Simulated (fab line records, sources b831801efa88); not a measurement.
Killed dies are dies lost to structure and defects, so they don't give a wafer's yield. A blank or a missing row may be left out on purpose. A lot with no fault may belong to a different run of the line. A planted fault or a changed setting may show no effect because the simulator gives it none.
Which tool is to blame? ; flow gf180mcu ; 13 lots, 39 wafers sampled, at 5 steps of a route of 602

WHAT THE GAUGES SHOWED, per wafer
GF_DUAL_GATE_THK_MEAS_03.
lot;measured;on;DUAL_GATE_OXIDATION_00_THK (nm)
L954;day 7 16:19;film_metro-02;10.76 10.82 10.79
L955;day 7 20:54;film_metro-02;10.81 11.08 10.82
L957;day 8 13:58;film_metro-01;10.83 10.74 10.77
L959;day 9 00:21;film_metro-02;10.03 9.95 10.12
L960;day 9 12:11;film_metro-01;10.15 10.25 10.03
L961;day 10 00:32;film_metro-01;10.78 10.79 10.80
L969;day 12 00:17;film_metro-01;11.18 10.96 11.06
L972;day 12 15:38;film_metro-01;10.78 10.73 10.58
L973;day 13 02:56;film_metro-02;10.63 10.61 10.67
L974;day 13 12:33;film_metro-02;11.27 11.34 10.94
L975;day 13 15:33;film_metro-02;10.81 11.04 10.89
L976;day 13 20:13;film_metro-01;11.00 10.92 10.97
L977;day 14 05:34;film_metro-01;10.92 10.89 10.67

GF_POLY_GATE_CD_MEAS_10: the cd target is 280 nm.
lot;measured;on;cd_nm (nm)
L954;day 9 04:53;cd_sem-02;279.3 278.4 279.1
L955;day 9 12:11;cd_sem-01;279.0 279.8 280.3
L957;day 10 03:25;cd_sem-02;279.6 278.8 279.3
L959;day 10 15:23;cd_sem-02;279.3 279.3 279.5
L960;day 11 04:26;cd_sem-01;281.4 281.4 280.9
L961;day 11 16:38;cd_sem-02;281.2 280.9 280.6
L969;day 13 19:38;cd_sem-02;280.7 279.9 280.5
L972;day 14 11:56;cd_sem-01;280.8 278.5 280.4
L973;day 15 00:43;cd_sem-01;282.7 282.7 282.3
L974;day 15 11:23;cd_sem-01;280.1 280.3 279.8
L975;day 15 13:55;cd_sem-02;280.7 279.6 280.1
L976;day 15 18:18;cd_sem-01;279.0 278.7 278.8
L977;day 16 04:05;cd_sem-02;280.5 280.4 280.4

GF_NSD_TW_MEAS_12.
lot;measured;on;NSD_TW
L954;day 13 12:59;film_metro-02;4285 4313 4288
L955;day 13 19:06;film_metro-02;4275 4282 4247
L957;day 14 11:14;film_metro-02;4275 4275 4276
L959;day 15 02:02;film_metro-03;4293 4243 4277
L960;day 15 17:26;film_metro-02;4267 4257 4255
L961;day 16 05:48;film_metro-02;4258 4287 4283
L969;day 18 17:09;film_metro-03;4289 4271 4254
L972;day 19 12:23;film_metro-02;4247 4238 4249
L973;day 20 00:41;film_metro-03;4308 4256 4276
L974;day 20 15:50;film_metro-04;4193 4181 4188
L975;day 20 16:22;film_metro-03;4285 4281 4288
L976;day 21 03:31;film_metro-04;4208 4236 4216
L977;day 21 11:11;film_metro-03;4271 4275 4286

GF_SAB_CD_MEAS_09: the cd target is 420 nm.
lot;measured;on;cd_nm (nm)
L954;day 15 07:16;cd_sem-02;418.9 419.6 418.8
L955;day 15 14:04;cd_sem-01;417.0 418.4 417.4
L957;day 16 07:07;cd_sem-02;417.6 419.6 417.5
L959;day 16 22:05;cd_sem-02;420.5 419.5 420.1
L960;day 17 14:37;cd_sem-01;418.7 418.7 419.8
L961;day 18 03:08;cd_sem-01;424.1 425.5 424.6
L969;day 20 17:53;cd_sem-02;421.0 420.3 419.0
L972;day 21 13:02;cd_sem-02;417.2 418.6 418.5
L973;day 22 00:52;cd_sem-01;418.2 418.6 417.7
L974;day 22 15:53;cd_sem-01;418.8 418.4 418.7
L975;day 22 16:10;cd_sem-02;418.8 421.3 420.4
L976;day 23 02:28;cd_sem-02;418.6 419.2 419.8
L977;day 23 10:08;cd_sem-01;422.6 419.8 421.8

WHICH TOOL RAN EACH LOT (tool, then ch and the chambers of the sampled wafers, then the start)
lot;GF_DUAL_GATE_OXIDATION_02
L954;furnace-02 ch 0, day 7 14:52
L955;furnace-02 ch 0, day 7 19:27
L957;furnace-02 ch 0, day 8 12:31
L959;furnace-02 ch 0, day 8 22:54
L960;furnace-02 ch 0, day 9 10:44
L961;furnace-01 ch 0, day 9 23:05
L969;furnace-02 ch 0, day 11 22:48
L972;furnace-02 ch 0, day 12 14:11
L973;furnace-02 ch 0, day 13 01:30
L974;furnace-02 ch 0, day 13 11:05
L975;furnace-02 ch 0, day 13 14:05
L976;furnace-01 ch 0, day 13 18:45
L977;furnace-01 ch 0, day 14 04:06
- GF_DUAL_GATE_OXIDATION_02: stabilise 600 s, purge 300 s, target thk 10.887 nm.

AS READ BY THE TOOLS THEMSELVES (means over the sampled wafers that have a number; for cases with no such wafer, the mark the record gives instead)
GF_DUAL_GATE_OXIDATION_02.
lot;tool;spike_tc_centre_C (C);spike_tc_lower_C (C);spike_tc_top_C (C);spike_tc_upper_C (C);tube_center_temp_C (C);tube_center_temp_C_max
L954;furnace-02;900.9;899.8;908.5;896.5;900;902.7
L955;furnace-02;901.0;900.0;909.0;896.6;900;902.2
L957;furnace-02;901.2;901.4;910.3;896.7;900;902.5
L959;furnace-02;892.8;894.9;902.4;890.2;894;895.8
L960;furnace-02;895.4;895.6;902.6;890.6;894;896.0
L961;furnace-01;900.2;900.8;914.8;899.2;900;902.6
L969;furnace-02;901.4;901.2;909.8;896.8;900;902.4
L972;furnace-02;900.4;900.8;909.4;897.1;900;902.4
L973;furnace-02;902.5;899.9;908.9;896.7;900;902.3
L974;furnace-02;901.2;900.5;909.4;896.8;900;902.5
L975;furnace-02;900.7;900.9;909.3;896.3;900;902.1
L976;furnace-01;899.3;900.4;914.6;899.5;900;901.9
L977;furnace-01;899.9;900.3;913.9;899.5;900;902.0

THE ANSWER, worked out from the rows above alone
Rule: usual is defined by the lots themselves. The widest of any qualifying gaps counts: lots, ordered by their means at a reading, are off when they make up no more than a third of the lots, leave a main group of 4 or more, and stand apart from it by 3 or more times the standard deviation of that group's means. A main group whose means are all the same, to the digits that the tables above print for the reading, isn't used. Also off: a lot with no number at a reading for which 4 or more lots have one. Any other lot the step has rows for is counted as sound. First the gauges in route order, then the tools' own readings, where a lot's mean is used as printed above. At the first step where some lot is off, the reading lying furthest off is the one used; lots without a number count as furthest.
Off: at GF_DUAL_GATE_THK_MEAS_03 (DUAL_GATE_OXIDATION_00_THK), L959, L960. The main group has a mean of 10.87 nm with a standard deviation of 0.15.
A tool fits if, at a process step before that reading, it ran every lot that is off, and no sound lot after the first of them. Not tried: the gauges at GF_DUAL_GATE_THK_MEAS_03; whatever is off there is also off at GF_DUAL_GATE_OXIDATION_02, on other tools, and gauge error can't account for it. No candidate that was tried fits.

WHAT HAD BEEN PUT IN BY THE SIMULATOR
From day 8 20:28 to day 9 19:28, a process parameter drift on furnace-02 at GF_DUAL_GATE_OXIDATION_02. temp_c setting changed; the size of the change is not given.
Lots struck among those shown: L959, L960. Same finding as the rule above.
